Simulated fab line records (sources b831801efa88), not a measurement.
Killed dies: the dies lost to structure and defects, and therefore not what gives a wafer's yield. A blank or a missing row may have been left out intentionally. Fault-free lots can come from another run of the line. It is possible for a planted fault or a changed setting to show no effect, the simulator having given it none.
fab line records	flow sky130
record lots=10	wafers=29	last_day=50
route steps=708 shown VIA1@482 METAL2@500 VIA2@509 PAD_OPEN@708
lots untouched by any fault: they come from a run of this same line in which no faults occurred
start_h: start of the lot's first displayed wafer, in hours after the record's first day	wait_h: hours elapsed since this lot's preceding step	" repeats the value in the row above	L1.1+2: one row covering several wafers at once	- no value, or no start given	* or withheld: withheld	< > ~ a bound
route shown NAME@n: names a module that has steps shown in the file, with the first one's number in the route	usual: average and standard deviation across the fault-free wafers	same: alike in all rows	chamber/n: place in a boat	sites: per-site readings	_std_site: how widely they spread, as a standard deviation	_edge_site: mean of outer sites minus mean of inner sites	radius_mm: how far each site lies from the wafer's centre	mask NAME#n: copy n	behind: the most recent tool/chamber to have shaped the wafer	hold: why the lot went on hold/how many hours it stayed there/how the hold came to an end	device: the n, p or np transistor that did not switch	end of line: the route-end tests of the same wafers	a step given without rows: its recipe and nothing more	killed: the dies lost at the first sort to structure and to defects; this is not the yield of the wafer	map: the dies of a wafer, with x for killed, . for not killed, _ for no die there
set.NAME: setting as actually run; set.NAME@STEP: the setting as run at that earlier step	model.NAME: the simulator's own value behind a step, which no gauge read
one table for each step of the route and one row for each wafer, over a sample of lots
services: a tool's chamber out of use, with start hour (start_h, from the record's first day; less than 0 if before it), hours out, and reason
## steps
# step SKY_VIA1_CMP_24
# recipe stop_on=SiO2	t_overpolish_s=15	down_force_psi=3.5	platen_rpm=60	target_thk_nm=0	pad_velocity_m_s=0.94248
# usual edge_zone_pressure_frac=0.999/0.0052	head_pressure_psi=3.500/0.0081	motor_current_A=11.5/0.97	overpolish_run_s=14.999/0.0093	time_to_endpoint_s=65.9/2.8
lot.wafer	tool	chamber	start_h	wait_h	edge_zone_pressure_frac	head_pressure_psi	motor_current_A	overpolish_run_s	time_to_endpoint_s
L730.3	cmp-01	3	861.12	0.1	0.990	3.495	11.4	14.983	69.7
L730.2	"	0	"	"	1.004	3.498	11.0	14.969	68.4
L730.5	"	2	"	"	0.986	3.502	11.2	14.995	71.5
L732.2	cmp-01	3	875.06	0.0	1.001	3.507	11.9	15.003	68.0
L732.3	"	0	"	"	0.999	3.500	11.3	14.993	67.4
L732.1	"	1	"	"	0.992	3.499	13.4	15.001	66.2
L735.1	cmp-02	0	895.97	0.2	0.998	3.501	13.1	15.006	64.4
L735.5	"	1	"	"	0.994	3.507	10.2	15.008	69.9
L735.6	"	2	"	"	0.995	3.504	10.9	15.005	67.1
L736.2	cmp-01	3	903.45	0.0	0.994	3.509	11.5	15.010	67.9
L736.3	"	0	"	"	1.004	3.503	10.7	14.998	66.2
L736.5	"	3	"	"	0.995	3.485	11.5	14.984	66.5
L737.3	cmp-01	1	904.97	0.0	0.998	3.506	12.3	14.995	63.6
L737.1	"	0	"	"	1.004	3.504	10.9	14.999	67.1
L737.6	"	2	"	"	0.996	3.494	11.5	14.989	63.2
L739.4	cmp-02	2	920.14	0.1	0.992	3.491	11.3	15.000	67.4
L739.5	"	0	"	"	0.998	3.502	12.6	14.996	63.7
L740.3	cmp-02	1	939.65	0.1	0.996	3.505	10.4	15.000	69.5
L740.4	"	2	"	"	0.996	3.503	11.1	15.000	65.7
L740.6	"	3	"	"	1.009	3.507	10.1	14.976	66.1
L741.4	cmp-02	3	946.16	0.0	0.998	3.498	10.1	14.994	63.6
L741.2	"	2	"	"	0.992	3.501	11.3	14.997	65.9
L741.5	"	3	"	"	0.987	3.508	10.4	15.006	62.6
L743.4	cmp-01	0	950.61	0.0	0.999	3.510	10.8	15.009	66.2
L743.1	"	2	"	"	1.011	3.500	11.7	14.989	64.3
L743.6	"	1	"	"	1.004	3.500	12.3	15.006	63.9
L745.2	cmp-02	2	966.88	0.1	1.003	3.495	11.3	15.000	65.3
L745.3	"	3	"	"	0.991	3.504	9.8	15.016	65.1
L745.5	"	0	"	"	1.004	3.491	12.9	14.996	63.4
# step SKY_METAL2_DESCUM_17
# recipe chemistry=O2	source_power_w=150	bias_power_w=0	pressure_mtorr=10	temp_c=40	time_s=8
# usual drypump_motor_current_A=5.8/0.49	oes_product_au=1.001/0.0084
lot.wafer	tool	chamber	start_h	wait_h	drypump_motor_current_A	oes_product_au	rf_hours_counter_h
L730.2	rie_metal-01	0	886.15	0.0	6.3	0.995	9
L730.3	"	0	"	"	6.3	0.995	-
L730.5	"	1	"	"	6.5	1.007	-
L732.1	rie_metal-02	0	901.10	0.0	5.4	1.015	12
L732.2	"	1	"	"	5.7	1.004	7
L732.3	"	0	"	"	5.4	1.017	-
L735.1	rie_metal-01	0	921.04	0.0	6.3	1.002	11
L735.5	"	0	"	"	6.3	1.000	-
L735.6	"	1	"	"	6.5	1.005	-
L736.2	rie_metal-02	0	929.05	0.0	5.4	1.008	-
L736.3	"	0	"	"	5.4	1.007	-
L736.5	"	0	"	"	5.4	1.017	-
L737.1	rie_metal-01	0	930.74	0.0	6.3	1.002	11
L737.3	"	1	"	"	6.5	1.002	-
L737.6	"	1	"	"	6.5	0.999	-
L739.4	rie_metal-02	0	945.04	0.0	5.4	1.013	-
L739.5	"	0	"	"	5.4	1.011	-
L740.3	rie_metal-03	0	965.30	0.0	5.2	0.996	-
L740.4	"	1	"	"	5.5	0.986	-
L740.6	"	0	"	"	5.2	0.998	-
L741.2	rie_metal-02	0	970.95	0.0	5.4	1.003	17
L741.4	"	0	"	"	5.4	1.019	-
L741.5	"	1	"	"	5.7	0.990	-
L743.1	rie_metal-03	0	975.60	0.0	5.2	1.008	17
L743.4	"	0	"	"	5.2	0.998	-
L743.6	"	0	"	"	5.2	1.012	-
L745.2	rie_metal-02	1	990.75	0.0	5.7	0.999	10
L745.3	"	1	"	"	5.7	1.001	-
L745.5	"	1	"	"	5.7	1.004	-
# step SKY_METAL2_ETCH_18
# recipe chemistry=N2/H2	target=BARC	ion_energy_ev=200	bias_w=100	pressure_mtorr=30	n2_flow_sccm=100	h2_flow_sccm=200	icp_w=500	stop_on=SiO2	time_s=45.9	target_depth_a=600
# usual bias_w=99.97/0.28	drypump_motor_current_A=5.8/0.49	oes_product_au=0.855/0.0047	throttle_valve_pct=13.225/0.0091
lot.wafer	tool	chamber	start_h	wait_h	bias_w	drypump_motor_current_A	oes_product_au	rf_hours_counter_h	throttle_valve_pct
L730.2	rie_metal-01	0	886.18	0.0	99.94	6.3	0.858	9	13.228
L730.3	"	0	"	"	99.53	6.3	0.857	-	13.231
L730.5	"	1	"	"	99.89	6.5	0.861	-	13.233
L732.1	rie_metal-02	0	901.13	0.0	100.18	5.4	0.859	12	13.230
L732.2	"	1	"	"	99.92	5.7	0.851	7	13.212
L732.3	"	0	"	"	99.51	5.4	0.856	-	13.212
L735.1	rie_metal-01	0	921.07	0.0	100.08	6.3	0.853	11	13.208
L735.5	"	0	"	"	100.05	6.3	0.855	-	13.214
L735.6	"	1	"	"	99.81	6.5	0.862	-	13.225
L736.2	rie_metal-02	0	929.13	0.1	99.64	5.4	0.864	-	13.213
L736.3	"	0	"	"	99.89	5.4	0.848	-	13.221
L736.5	"	0	"	"	99.69	5.4	0.855	-	13.232
L737.1	rie_metal-01	0	930.77	0.0	99.62	6.2	0.859	11	13.224
L737.3	"	1	"	"	100.51	6.5	0.850	-	13.237
L737.6	"	1	"	"	100.26	6.5	0.856	-	13.221
L739.4	rie_metal-02	0	945.13	0.1	100.13	5.4	0.857	-	13.221
L739.5	"	0	"	"	99.93	5.4	0.854	-	13.226
L740.3	rie_metal-03	0	965.35	0.0	99.64	5.2	0.862	-	13.213
L740.4	"	1	"	"	100.03	5.5	0.858	-	13.220
L740.6	"	0	"	"	99.30	5.2	0.850	-	13.235
L741.2	rie_metal-02	0	970.99	0.0	100.46	5.4	0.853	17	13.216
L741.4	"	0	"	"	100.19	5.4	0.853	-	13.218
L741.5	"	1	"	"	100.07	5.7	0.855	-	13.212
L743.1	rie_metal-03	0	975.64	0.0	100.11	5.2	0.852	17	13.224
L743.4	"	0	"	"	99.85	5.2	0.863	-	13.234
L743.6	"	0	"	"	99.94	5.2	0.857	-	13.216
L745.2	rie_metal-02	1	990.78	0.0	100.41	5.8	0.853	10	13.209
L745.3	"	1	"	"	100.23	5.7	0.852	-	13.225
L745.5	"	1	"	"	99.80	5.7	0.856	-	13.216
# step SKY_VIA2_CMP_02
# recipe material=SiO2	down_force_psi=4	platen_rpm=60	pad_velocity_m_s=0.94248
# usual edge_zone_pressure_frac=1.000/0.0054	head_pressure_psi=3.999/0.0087	motor_current_A=12.4/1.1
lot.wafer	tool	chamber	start_h	wait_h	edge_zone_pressure_frac	head_pressure_psi	motor_current_A
L730.3	cmp-01	1	887.26	0.1	-	-	-
L730.2	"	3	"	"	-	-	-
L730.5	"	1	"	"	-	-	-
L732.1	cmp-02	0	902.10	0.1	-	-	-
L732.3	"	1	"	"	-	-	-
L732.2	"	2	"	"	-	-	-
L735.1	cmp-02	1	922.71	0.7	0.994	3.996	11.6
L735.6	"	2	"	"	0.992	4.000	11.9
L735.5	"	3	"	"	0.999	4.006	11.5
L736.2	cmp-02	0	930.29	0.0	1.006	4.012	14.0
L736.3	"	2	"	"	0.998	4.010	12.2
L736.5	"	1	"	"	1.003	3.984	11.0
L737.3	cmp-01	1	931.88	0.2	1.001	3.990	13.5
L737.1	"	2	"	"	0.997	4.005	12.9
L737.6	"	0	"	"	0.991	4.007	12.3
L739.4	cmp-02	0	946.56	0.4	1.001	3.995	13.0
L739.5	"	2	"	"	1.011	3.995	11.5
L740.4	cmp-02	1	966.26	0.0	1.006	4.003	10.9
L740.3	"	0	"	"	1.008	4.008	14.5
L740.6	"	1	"	"	1.001	4.004	10.9
L741.2	cmp-01	1	971.92	0.0	1.007	3.982	13.0
L741.4	"	3	"	"	0.996	3.982	12.6
L741.5	"	1	"	"	1.005	3.990	13.2
L743.1	cmp-02	0	976.62	0.1	0.995	3.987	13.5
L743.4	"	1	"	"	0.998	3.979	10.5
L743.6	"	3	"	"	0.990	4.011	10.7
L745.3	cmp-02	0	991.80	0.1	0.991	3.991	14.8
L745.2	"	2	"	"	0.998	4.003	12.6
L745.5	"	3	"	"	0.996	4.017	11.2
# step SKY_VIA2_BOW_MEAS_03
# recipe mode=bow
# usual VIA2_BOW=84/6.6
lot.wafer	tool	chamber	start_h	wait_h	VIA2_BOW[um]
L730.2	film_metro-01	-	887.53	0.1	117
L730.3	"	-	"	"	113
L730.5	"	-	"	"	110
L732.1	film_metro-03	-	902.40	0.2	115
L732.2	"	-	"	"	127
L732.3	"	-	"	"	120
L735.1	film_metro-04	-	922.86	0.1	80
L735.5	"	-	"	"	78
L735.6	"	-	"	"	90
L736.2	film_metro-04	-	930.61	0.3	82
L736.3	"	-	"	"	82
L736.5	"	-	"	"	73
L737.1	film_metro-01	-	932.08	0.1	82
L737.3	"	-	"	"	94
L737.6	"	-	"	"	88
L739.4	film_metro-03	-	946.82	0.2	78
L739.5	"	-	"	"	88
L740.3	film_metro-03	-	966.60	0.1	73
L740.4	"	-	"	"	76
L740.6	"	-	"	"	78
L741.2	film_metro-01	-	972.24	0.3	80
L741.4	"	-	"	"	77
L741.5	"	-	"	"	83
L743.1	film_metro-01	-	976.87	0.2	84
L743.4	"	-	"	"	88
L743.6	"	-	"	"	90
L745.2	film_metro-03	-	992.07	0.1	76
L745.3	"	-	"	"	81
L745.5	"	-	"	"	91
# step SKY_VIA2_ETCH_15
# recipe target=SiO2	chemistry=C4F8/O2/Ar	target_depth_nm=546	stop_on=TiN	mask_material=KrF-thick	source_w=1500	bias_w=1200	pressure_mtorr=40	c4f8_flow_sccm=withheld	O2_flow_sccm=6	Ar_flow_sccm=300	time_s=84
# usual bias_w=1200/3.6	oes_product_au=0.940/0.0048
lot.wafer	tool	chamber	start_h	wait_h	bias_w	oes_product_au	rf_hours_counter_h
L730.2	rie_diel-02	2	913.69	0.0	1199	1.652	16
L730.3	"	1	"	"	1200	1.642	12
L730.5	"	3	"	"	1193	1.634	-
L732.1	rie_diel-04	2	928.45	0.0	1197	1.633	6
L732.2	"	3	"	"	1206	1.614	0
L732.3	"	1	"	"	1203	1.624	18
L735.1	rie_diel-02	0	947.54	0.0	1202	0.944	8
L735.5	"	0	"	"	1196	0.942	-
L735.6	"	3	"	"	1193	0.938	-
L736.2	rie_diel-03	0	955.39	0.0	1195	0.942	3
L736.3	"	3	"	"	1200	0.942	10
L736.5	"	1	"	"	1198	0.942	-
L737.1	rie_diel-04	1	956.54	0.0	1205	0.941	19
L737.3	"	3	"	"	1201	0.937	1
L737.6	"	1	"	"	1202	0.931	-
L739.4	rie_diel-02	1	971.19	0.0	1204	0.940	14
L739.5	"	1	"	"	1202	0.942	-
L740.3	rie_diel-02	1	990.09	0.0	1200	0.940	14
L740.4	"	2	"	"	1203	0.947	18
L740.6	"	1	"	"	1195	0.930	-
L741.2	rie_diel-04	2	995.73	0.0	1203	0.941	8
L741.4	"	1	"	"	1204	0.940	-
L741.5	"	2	"	"	1199	0.935	-
L743.1	rie_diel-03	1	1000.53	0.0	1204	0.931	7
L743.4	"	2	"	"	1198	0.939	9
L743.6	"	2	"	"	1203	0.941	-
L745.2	rie_diel-03	0	1015.24	0.0	1200	0.943	5
L745.3	"	3	"	"	1196	0.935	12
L745.5	"	3	"	"	1197	0.942	-
# step SKY_PAD_OPEN_PROBE_99
# usual defect_limited_yield=82.3/2.1	killed_at_M0_to_M3=43/7.4	killed_at_M4_up=3.1/1.8	killed_at_contacts=26/5.6	killed_at_front_end=15/4.9	killed_at_other=0.2/0.44	killed_dies=87/10	killed_on_rim=17/3.7	killed_open=48/7.6	killed_short=39/6.2	sort_bin_3_pad_short=0.9/0.43	sort_bin_5_function=10.5/1.5	sort_bin_6_memory=6.3/1.2	sort_n_pass=405/10	sort_yield_pct=82.3/2.1
# same gross_dies=492	killed_at_back_side=0	sort_bin_4_leakage[%]=0	sort_bin_8_speed[%]=0
lot.wafer	tool	chamber	start_h	wait_h	defect_limited_yield[%]	killed_at_M0_to_M3	killed_at_M4_up	killed_at_contacts	killed_at_front_end	killed_at_other	killed_dies	killed_on_rim	killed_open	killed_short	sort_bin_3_pad_short[%]	sort_bin_5_function[%]	sort_bin_6_memory[%]	sort_n_pass	sort_yield_pct[%]
L730.2	prober-02	-	1128.96	0.1	0	456	3	20	13	0	492	96	36	32	0.6	93.5	5.9	0	0
L730.3	prober-02	-	1129.01	0.2	0	439	1	27	25	0	492	96	68	41	0.8	90.7	8.5	0	0
L730.5	prober-02	-	1129.11	0.2	0	442	4	28	18	0	492	96	48	41	0.4	93.7	5.9	0	0
L732.1	prober-01	-	1139.16	0.1	0	454	6	16	16	0	492	96	36	41	0	93.9	6.1	0	0
L732.2	prober-01	-	1139.21	0.1	0	455	2	19	15	1	492	96	31	47	0.8	94.5	4.7	0	0
L732.3	prober-01	-	1139.26	0.2	0	453	0	24	15	0	492	96	38	39	1.0	93.7	5.3	0	0
L735.1	prober-02	-	1153.07	0.1	84.6	36	5	20	15	0	76	13	37	39	1.8	7.1	6.5	416	84.6
L735.5	prober-02	-	1153.27	0.2	83.1	50	5	19	9	0	83	15	44	39	0.8	10.0	6.1	409	83.1
L735.6	prober-02	-	1153.32	0.2	80.1	49	3	28	17	1	98	19	59	39	1.0	11.2	7.7	394	80.1
L736.2	prober-01	-	1159.05	0.1	81.9	44	6	24	15	0	89	19	41	48	1.2	10.0	6.9	403	81.9
L736.3	prober-01	-	1159.10	0.2	81.5	44	2	25	20	0	91	21	48	43	1.0	10.2	7.3	401	81.5
L736.5	prober-01	-	1159.20	0.2	83.5	39	3	26	13	0	81	21	47	34	0.6	11.0	4.9	411	83.5
L737.1	prober-02	-	1160.97	0.1	82.9	44	1	22	17	0	84	20	41	43	0.8	11.4	4.9	408	82.9
L737.3	prober-02	-	1161.07	0.2	79.9	48	3	29	18	1	99	16	55	43	0.8	12.2	7.1	393	79.9
L737.6	prober-02	-	1161.22	0.2	82.1	38	5	32	12	1	88	22	49	39	0.8	10.6	6.5	404	82.1
L739.4	prober-02	-	1169.31	0.2	81.7	47	1	28	14	0	90	17	54	36	0.8	11.6	5.9	402	81.7
L739.5	prober-02	-	1169.36	0.2	83.7	42	2	23	13	0	80	17	42	38	0.4	9.8	6.1	412	83.7
L740.3	prober-01	-	1184.20	0.2	83.5	31	1	22	27	0	81	13	41	39	1.0	8.7	6.7	411	83.5
L740.4	prober-01	-	1184.25	0.2	81.9	37	3	35	14	0	89	23	57	30	1.2	10.6	6.3	403	81.9
L740.6	prober-01	-	1184.35	0.2	80.5	49	2	25	20	0	96	13	59	36	0.2	12.4	6.9	396	80.5
L741.2	prober-02	-	1188.43	0.1	82.9	44	2	24	14	0	84	20	47	37	0.6	11.8	4.7	408	82.9
L741.4	prober-02	-	1188.53	0.2	81.3	42	7	19	24	0	92	19	55	37	1.0	11.8	5.9	400	81.3
L741.5	prober-02	-	1188.58	0.2	83.7	47	0	22	11	0	80	14	44	36	1.6	9.6	5.1	412	83.7
L743.1	prober-01	-	1189.44	0.1	87.0	33	4	19	8	0	64	11	35	29	0.6	7.9	4.5	428	87.0
L743.4	prober-01	-	1189.59	0.2	83.1	41	4	25	13	0	83	16	46	37	0.8	10.2	5.9	409	83.1
L743.6	prober-01	-	1189.69	0.2	80.9	45	2	40	7	0	94	18	53	41	0.4	12.0	6.7	398	80.9
L745.2	prober-01	-	1201.65	0.1	81.1	45	3	34	11	0	93	16	54	39	1.2	10.4	7.3	399	81.1
L745.3	prober-01	-	1201.70	0.2	83.7	43	1	26	10	0	80	17	46	34	0	10.2	6.1	412	83.7
L745.5	prober-01	-	1201.80	0.2	84.6	40	3	19	14	0	76	16	43	32	1.0	9.1	5.3	416	84.6
# killed by level:class
L730.2 VIA2:area_cmp=424 VIA1:geometric_particle:open=10 CONTACT:geometric_particle:open=9 VIA1:geometric_particle:short=6 FIELD_ISO:geometric_particle:open=4 CONTACT:geometric_particle:short=4 METAL1:geometric_particle:short=4 VIA3:geometric_particle:open=4
L730.3 VIA2:area_cmp=382 VIA1:geometric_particle:open=12 CONTACT:geometric_particle:open=9 POLY_GATE:geometric_particle:open=9 METAL3:geometric_particle:short=8 LI_CONTACT:geometric_particle:open=7 VIA3:geometric_particle:open=7 VIA1:geometric_particle:short=6
L730.5 VIA2:area_cmp=401 VIA1:geometric_particle:open=13 CONTACT:geometric_particle:open=12 METAL2:geometric_particle:short=7 VIA3:geometric_particle:open=5 FIELD_ISO:geometric_particle:short=4 FIELD_ISO:geometric_particle:open=4 POLY_GATE:geometric_particle:short=4
L732.1 VIA2:area_cmp=415 LI_CONTACT:geometric_particle:open=8 METAL1:geometric_particle:short=7 VIA1:geometric_particle:short=7 POLY_GATE:geometric_particle:open=5 VIA1:geometric_particle:open=5 METAL2:geometric_particle:short=5 METAL4:geometric_particle:short=5
L732.2 VIA2:area_cmp=413 METAL1:geometric_particle:short=10 VIA1:geometric_particle:open=7 LOCAL_INTERCONNECT:geometric_particle:short=6 POLY_GATE:geometric_particle:short=5 LI_CONTACT:geometric_particle:open=5 METAL2:geometric_particle:short=5 FIELD_ISO:geometric_particle:short=4
L732.3 VIA2:area_cmp=414 VIA3:geometric_particle:open=9 LI_CONTACT:geometric_particle:open=9 METAL2:geometric_particle:short=7 FIELD_ISO:geometric_particle:short=6 VIA2:geometric_particle:open=5 CONTACT:geometric_particle:short=4 CONTACT:geometric_particle:open=4
L735.1 VIA3:geometric_particle:open=12 CONTACT:geometric_particle:open=7 FIELD_ISO:geometric_particle:short=5 FIELD_ISO:geometric_particle:open=4 POLY_GATE:geometric_particle:short=4 LOCAL_INTERCONNECT:geometric_particle:short=4 VIA1:geometric_particle:open=4 METAL2:geometric_particle:short=4
L735.5 VIA1:geometric_particle:open=12 VIA2:geometric_particle:open=8 METAL2:geometric_particle:short=7 CONTACT:geometric_particle:open=6 METAL1:geometric_particle:short=5 VIA2:geometric_particle:short=4 LOCAL_INTERCONNECT:geometric_particle:short=4 CONTACT:geometric_particle:short=4
L735.6 VIA2:geometric_particle:open=12 CONTACT:geometric_particle:open=11 VIA1:geometric_particle:open=8 LI_CONTACT:geometric_particle:open=7 VIA3:geometric_particle:open=6 FIELD_ISO:geometric_particle:open=5 METAL2:geometric_particle:short=5 CONTACT:geometric_particle:short=5
L736.2 CONTACT:geometric_particle:open=10 METAL2:geometric_particle:short=9 VIA1:geometric_particle:open=7 VIA2:geometric_particle:open=7 VIA3:geometric_particle:short=5 LI_CONTACT:geometric_particle:open=5 VIA3:geometric_particle:open=5 METAL4:geometric_particle:short=5
L736.3 VIA3:geometric_particle:open=11 FIELD_ISO:geometric_particle:open=7 CONTACT:geometric_particle:open=7 VIA1:geometric_particle:open=7 FIELD_ISO:geometric_particle:short=6 LOCAL_INTERCONNECT:geometric_particle:short=6 METAL2:geometric_particle:short=6 LI_CONTACT:geometric_particle:short=5
L736.5 CONTACT:geometric_particle:open=13 VIA2:geometric_particle:open=8 VIA1:geometric_particle:open=6 LI_CONTACT:geometric_particle:open=5 CONTACT:geometric_particle:short=5 METAL2:geometric_particle:short=5 VIA3:geometric_particle:short=4 FIELD_ISO:geometric_particle:short=3
L737.1 VIA1:geometric_particle:open=14 LI_CONTACT:geometric_particle:open=8 METAL2:geometric_particle:short=8 CONTACT:geometric_particle:short=6 METAL1:geometric_particle:short=5 FIELD_ISO:geometric_particle:short=4 POLY_GATE:geometric_particle:open=4 POLY_GATE:geometric_particle:short=4
L737.3 VIA1:geometric_particle:open=18 CONTACT:geometric_particle:open=11 CONTACT:geometric_particle:short=6 VIA1:geometric_particle:short=6 FIELD_ISO:geometric_particle:short=5 LI_CONTACT:geometric_particle:open=5 LOCAL_INTERCONNECT:geometric_particle:short=5 METAL1:geometric_particle:short=5
L737.6 VIA1:geometric_particle:open=15 CONTACT:geometric_particle:open=13 CONTACT:geometric_particle:short=11 LI_CONTACT:geometric_particle:open=5 VIA1:geometric_particle:short=5 FIELD_ISO:geometric_particle:open=4 METAL4:geometric_particle:short=4 POLY_GATE:geometric_particle:open=3
L739.4 VIA1:geometric_particle:open=12 CONTACT:geometric_particle:open=10 VIA2:geometric_particle:open=10 LOCAL_INTERCONNECT:geometric_particle:short=7 METAL2:geometric_particle:short=6 FIELD_ISO:geometric_particle:open=4 LI_CONTACT:geometric_particle:open=4 CONTACT:geometric_particle:short=4
L739.5 VIA1:geometric_particle:open=8 VIA2:geometric_particle:open=8 CONTACT:geometric_particle:open=7 VIA3:geometric_particle:open=6 CONTACT:geometric_particle:short=5 VIA1:geometric_particle:short=5 LI_CONTACT:geometric_particle:open=4 LOCAL_INTERCONNECT:geometric_particle:short=4
L740.3 POLY_GATE:geometric_particle:open=10 LI_CONTACT:geometric_particle:open=7 CONTACT:geometric_particle:open=7 METAL2:geometric_particle:short=7 VIA1:geometric_particle:short=5 VIA1:geometric_particle:open=5 FIELD_ISO:geometric_particle:open=4 POLY_GATE:geometric_particle:short=4
L740.4 CONTACT:geometric_particle:open=16 LI_CONTACT:geometric_particle:open=11 VIA1:geometric_particle:open=11 VIA3:geometric_particle:open=7 METAL2:geometric_particle:short=6 VIA1:geometric_particle:short=5 CONTACT:geometric_particle:short=4 FIELD_ISO:geometric_particle:short=3
L740.6 CONTACT:geometric_particle:open=14 VIA1:geometric_particle:open=14 METAL1:geometric_particle:short=7 VIA2:geometric_particle:open=7 FIELD_ISO:geometric_particle:short=5 FIELD_ISO:geometric_particle:open=5 POLY_GATE:geometric_particle:open=5 METAL1:geometric_particle:open=4
L741.2 VIA1:geometric_particle:open=9 LI_CONTACT:geometric_particle:open=7 CONTACT:geometric_particle:open=7 METAL2:geometric_particle:short=7 CONTACT:geometric_particle:short=6 METAL1:geometric_particle:open=6 VIA2:geometric_particle:open=6 FIELD_ISO:geometric_particle:short=5
L741.4 FIELD_ISO:geometric_particle:open=10 VIA2:geometric_particle:open=10 METAL2:geometric_particle:short=9 LI_CONTACT:geometric_particle:open=8 CONTACT:geometric_particle:open=7 VIA3:geometric_particle:open=7 METAL4:geometric_particle:short=5 VIA1:geometric_particle:open=5
L741.5 VIA1:geometric_particle:open=11 VIA3:geometric_particle:open=10 METAL1:geometric_particle:short=9 CONTACT:geometric_particle:open=7 LI_CONTACT:geometric_particle:open=6 METAL2:geometric_particle:short=5 POLY_GATE:geometric_particle:short=4 CONTACT:geometric_particle:short=4
L743.1 LI_CONTACT:geometric_particle:open=10 VIA3:geometric_particle:open=7 VIA1:geometric_particle:short=6 CONTACT:geometric_particle:open=5 VIA1:geometric_particle:open=5 METAL2:geometric_particle:short=5 VIA2:geometric_particle:open=4 METAL4:geometric_particle:short=4
L743.4 CONTACT:geometric_particle:open=9 LI_CONTACT:geometric_particle:open=8 VIA1:geometric_particle:open=8 VIA3:geometric_particle:open=7 METAL2:geometric_particle:short=6 METAL1:geometric_particle:short=5 VIA2:geometric_particle:open=5 LOCAL_INTERCONNECT:geometric_particle:short=4
L743.6 LI_CONTACT:geometric_particle:open=12 CONTACT:geometric_particle:open=11 VIA3:geometric_particle:open=8 VIA1:geometric_particle:open=7 CONTACT:geometric_particle:short=7 METAL2:geometric_particle:short=7 LOCAL_INTERCONNECT:geometric_particle:short=5 VIA2:geometric_particle:open=5
L745.2 CONTACT:geometric_particle:open=14 VIA2:geometric_particle:open=9 LI_CONTACT:geometric_particle:open=8 VIA1:geometric_particle:open=7 METAL1:geometric_particle:short=6 METAL2:geometric_particle:short=6 CONTACT:geometric_particle:short=5 VIA3:geometric_particle:open=5
L745.3 CONTACT:geometric_particle:open=11 LI_CONTACT:geometric_particle:open=9 VIA1:geometric_particle:open=8 VIA3:geometric_particle:short=8 METAL1:geometric_particle:short=5 VIA2:geometric_particle:open=5 VIA2:geometric_particle:short=4 VIA3:geometric_particle:open=4
L745.5 CONTACT:geometric_particle:open=9 VIA1:geometric_particle:open=9 METAL2:geometric_particle:short=8 LI_CONTACT:geometric_particle:open=7 METAL1:geometric_particle:short=6 FIELD_ISO:geometric_particle:short=5 POLY_GATE:geometric_particle:open=5 VIA2:geometric_particle:open=4
## services
tool	chamber	start_h	hours	kind
rie_diel-02	-	843.79	0.2	repair
rie_diel-02	1	872.88	7.9	repair
rie_diel-02	0	873.22	1.4	repair
rie_metal-01	1	875.61	3.7	repair
rie_diel-02	2	887.00	6.0	repair
rie_metal-03	0	892.96	24.6	repair
cmp-02	-	908.08	1.3	repair
rie_metal-03	-	910.28	0.4	repair
cmp-02	-	912.09	4.0	pm
rie_metal-02	1	917.19	34.6	repair
cmp-01	-	921.28	2.9	repair
cmp-02	-	930.59	5.5	pm
rie_metal-03	-	931.29	1.4	pm
cmp-02	-	940.08	0.4	repair
cmp-01	-	943.30	7.2	pm
rie_diel-02	-	945.87	1.1	repair
cmp-02	-	958.95	0.6	repair
rie_metal-01	-	966.51	2.8	pm
cmp-02	-	972.51	2.8	repair
rie_metal-01	-	975.36	3.6	repair
cmp-01	-	977.89	4.7	pm
rie_metal-01	-	982.06	14.6	pm
rie_metal-03	-	1001.81	2.8	pm
cmp-02	-	1002.71	3.6	repair
## key
first_sign step=SKY_VIA2_CMP_02	reading=tool_record	direction=missing
effect step=SKY_VIA2_BOW_MEAS_03	reading=VIA2_BOW	direction=up	sigmas=5	usual=84	struck=117
effect step=SKY_VIA2_ETCH_15	reading=oes_product_au	direction=up	sigmas=99+	usual=0.940	struck=1.633
effect step=SKY_PAD_OPEN_PROBE_99	reading=killed_at_M0_to_M3	direction=up	sigmas=55	usual=43	struck=450
more_kills_born_at SKY_VIA2_CMP_02@cmp-02=1239	SKY_VIA2_CMP_02@cmp-01=1205
met_at SKY_VIA2_CMP_02
struck_lots L730,L732
later_rows_left_out L730.2,L730.3,L730.5,L732.1,L732.2,L732.3
not_acting_at SKY_VIA1_CMP_24,SKY_METAL2_DESCUM_17,SKY_METAL2_ETCH_18
fault kind=skipped_step_whole	tool=cmp-01,cmp-02	chamber=-	onset_h=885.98	steps=SKY_VIA2_CMP_02	scope=struck_lots_only
# later_rows_left_out: the simulator's readings of these wafers behind a module that went badly wrong aren't trusted and aren't shown, but for the sort
